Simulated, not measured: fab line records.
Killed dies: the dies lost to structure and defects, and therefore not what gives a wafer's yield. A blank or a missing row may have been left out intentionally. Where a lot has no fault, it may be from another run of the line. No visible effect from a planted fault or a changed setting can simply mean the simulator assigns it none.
Which tool did it? ; flow sky130 ; 10 lots, 30 wafers sampled, at 6 steps of a route of 708

== WHAT THE GAUGES SHOWED, per wafer ==
SKY_CONTACT_BOW_MEAS_05.
lot;measured;on;CONTACT_BOW (um)
L976;day 29 20:41;film-metro-02;70 83 80
L979;day 32 14:33;film-metro-01;86 79 78
L982;day 32 17:38;film-metro-01;78 85 86
L986;day 33 13:16;film-metro-02;104 87 74
L987;day 33 23:01;film-metro-02;81 87 85
L988;day 34 05:22;film-metro-01;79 86 84
L992;day 35 22:48;film-metro-02;82 78 81
L993;day 36 13:10;film-metro-02;76 86 86
L996;day 36 20:50;film-metro-04;88 75 86
L995;day 36 21:29;film-metro-04;79 74 80

SKY_VIA2_RS_MEAS_22: uses a four-point probe to measure.
lot;measured;on;VIA2_W_RS (ohm/sq)
L976;day 35 20:44;film-metro-01;0.271 0.273 0.272
L979;day 38 11:07;film-metro-04;0.274 0.273 0.268
L982;day 38 13:52;film-metro-01;0.272 0.272 0.272
L986;day 39 07:02;film-metro-02;0.273 0.187 0.187
L987;day 39 15:32;film-metro-04;0.188 0.270 0.188
L988;day 39 22:25;film-metro-02;0.281 0.277 0.276
L992;day 41 13:39;film-metro-04;0.273 0.274 0.275
L993;day 42 01:59;film-metro-04;0.277 0.278 0.275
L996;day 42 08:13;film-metro-01;0.275 0.272 0.277
L995;day 42 10:52;film-metro-04;0.276 0.276 0.272

SKY_VIA2_THK_MEAS_23: measures by xrf.
lot;measured;on;VIA2_W_THK (nm)
L976;day 35 20:51;film-metro-01;418 413 415
L979;day 38 11:14;film-metro-04;414 415 425
L982;day 38 13:59;film-metro-01;413 411 411
L986;day 39 07:10;film-metro-02;408 - -
L987;day 39 15:38;film-metro-04;- 416 -
L988;day 39 22:31;film-metro-02;398 403 403
L992;day 41 13:46;film-metro-04;411 411 410
L993;day 42 02:06;film-metro-04;406 408 412
L996;day 42 08:20;film-metro-01;411 413 407
L995;day 42 10:59;film-metro-04;411 413 416

== EACH LOT AND THE TOOL THAT RAN IT (in order: tool; ch and the chambers of the sampled wafers; start) ==
lot;SKY_LDD_HVP_STRIP_09;SKY_METAL2_SPUTTER_03;SKY_VIA2_CVD_21
L976;plasma-asher-02 ch 0,1, day 21 01:13;pvd-sputter-04, day 33 12:15;cvd-w-02 ch 0,1, day 35 20:36
L979;plasma-asher-03 ch 0,1, day 24 00:19;pvd-sputter-04, day 36 03:55;cvd-w-01 ch 0,1, day 38 10:58
L982;plasma-asher-01 ch 0, day 24 04:22;pvd-sputter-02, day 36 06:40;cvd-w-01 ch 0,1, day 38 13:43
L986;plasma-asher-03 ch 0,1, day 25 01:22;pvd-sputter-04, day 37 00:43;cvd-w-02 ch 0,1, day 39 06:55
L987;plasma-asher-02 ch 0,1, day 25 12:25;pvd-sputter-01, day 37 10:02;cvd-w-02 ch 0,1, day 39 15:23
L988;plasma-asher-01 ch 0,1, day 25 16:26;pvd-sputter-01, day 37 16:59;cvd-w-01 ch 0,1, day 39 22:17
L992;plasma-asher-01 ch 0,1, day 27 16:50;pvd-sputter-04, day 39 09:52;cvd-w-01 ch 0,1, day 41 13:31
L993;plasma-asher-02 ch 0,1, day 28 09:56;pvd-sputter-02, day 39 23:10;cvd-w-01 ch 0,1, day 42 01:50
L996;plasma-asher-01 ch 1, day 28 15:50;pvd-sputter-01, day 40 05:20;cvd-w-01 ch 0,1, day 42 08:05
L995;plasma-asher-02 ch 1, day 28 17:17;pvd-sputter-02, day 40 06:40;cvd-w-01 ch 0,1, day 42 10:44
- SKY_LDD_HVP_STRIP_09: strips in O2/N2.
- SKY_METAL2_SPUTTER_03: material Ti, target thk 5 nm, time 3.3 s.
- SKY_VIA2_CVD_21: deposits W, target thk 420 nm, time 126.4 s.

== WHAT THE TOOLS THEMSELVES READ (means of the sampled wafers that have a number; where no wafer has one, the mark that the record gives instead) ==
SKY_LDD_HVP_STRIP_09.
lot;tool;chamber-pressure-mTorr (mTorr);drypump-motor-current-A (A);n2-flow-sccm (sccm);oes-product-au (a.u.);strip-time-to-endpoint-s (s)
L976;plasma-asher-02;1498.3;5.6;300.4;0.405;4.117
L979;plasma-asher-03;1500.9;5.7;300.2;0.410;4.129
L982;plasma-asher-01;1499.9;4.9;300.4;0.407;4.127
L986;plasma-asher-03;1501.0;5.7;300.2;0.411;4.140
L987;plasma-asher-02;1499.6;5.3;301.4;0.410;4.119
L988;plasma-asher-01;1500.6;5.4;300.2;0.409;4.132
L992;plasma-asher-01;1500.9;5.9;299.6;0.408;4.132
L993;plasma-asher-02;1500.0;5.6;300.3;0.411;4.137
L996;plasma-asher-01;1499.0;6.4;298.2;0.412;4.130
L995;plasma-asher-02;1500.5;5.8;300.3;0.408;4.135

SKY_METAL2_SPUTTER_03.
lot;tool;chamber-pressure-pa (Pa);throttle-valve-pct (%)
L976;pvd-sputter-04;0.3992;30.6
L979;pvd-sputter-04;0.3998;30.7
L982;pvd-sputter-02;0.3994;29.6
L986;pvd-sputter-04;0.3994;30.6
L987;pvd-sputter-01;0.4003;29.4
L988;pvd-sputter-01;0.4000;30.0
L992;pvd-sputter-04;0.3996;30.9
L993;pvd-sputter-02;0.4003;30.2
L996;pvd-sputter-01;0.4002;29.1
L995;pvd-sputter-02;0.4006;29.6

SKY_VIA2_CVD_21.
lot;tool;heater-power-w (W)
L976;cvd-w-02;877
L979;cvd-w-01;824
L982;cvd-w-01;821
L986;cvd-w-02;811
L987;cvd-w-02;821
L988;cvd-w-01;850
L992;cvd-w-01;786
L993;cvd-w-01;788
L996;cvd-w-01;792
L995;cvd-w-01;793

== THE ANSWER, worked out from the rows above alone ==
Rule: the usual values come from the lots themselves. The widest of any qualifying gaps counts: lots, ordered by their means at a reading, are off when they make up no more than a third of the lots, leave a main group of 4 or more, and stand apart from it by 3 or more times the standard deviation of that group's means. The tables above print the reading to a certain number of digits; a main group whose means all agree to those digits is not used. Also off: a lot with no number at a reading for which 4 or more lots have one. All remaining lots with rows at the step are treated as sound. Order of review: gauges by route order, followed by the tools' own readings, for which a lot's mean as printed above is used. The first step at which some lot is off is used, and at that step the reading that is off furthest; a lot without a number counts as furthest.
Off: L986, L987, seen at SKY_VIA2_RS_MEAS_22 (VIA2_W_RS). The main group has a mean of 0.274 ohm/sq with a standard deviation of 0.0022.
If a tool, at a process step before that reading, ran all the lots that are off and no sound lot after the first of them, it fits. Gauges at SKY_VIA2_RS_MEAS_22: tried the same way as those tools. One fits: cvd-w-02 at SKY_VIA2_CVD_21. A fault onset in the window from L976 (day 35 20:36, its last sound lot) to L986 (day 39 06:55, its first lot off) fits.

== WHAT WAS PUT IN BY THE SIMULATOR ==
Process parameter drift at SKY_VIA2_CVD_21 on cvd-w-02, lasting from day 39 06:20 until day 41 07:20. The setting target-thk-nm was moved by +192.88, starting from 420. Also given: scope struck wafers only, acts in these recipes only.
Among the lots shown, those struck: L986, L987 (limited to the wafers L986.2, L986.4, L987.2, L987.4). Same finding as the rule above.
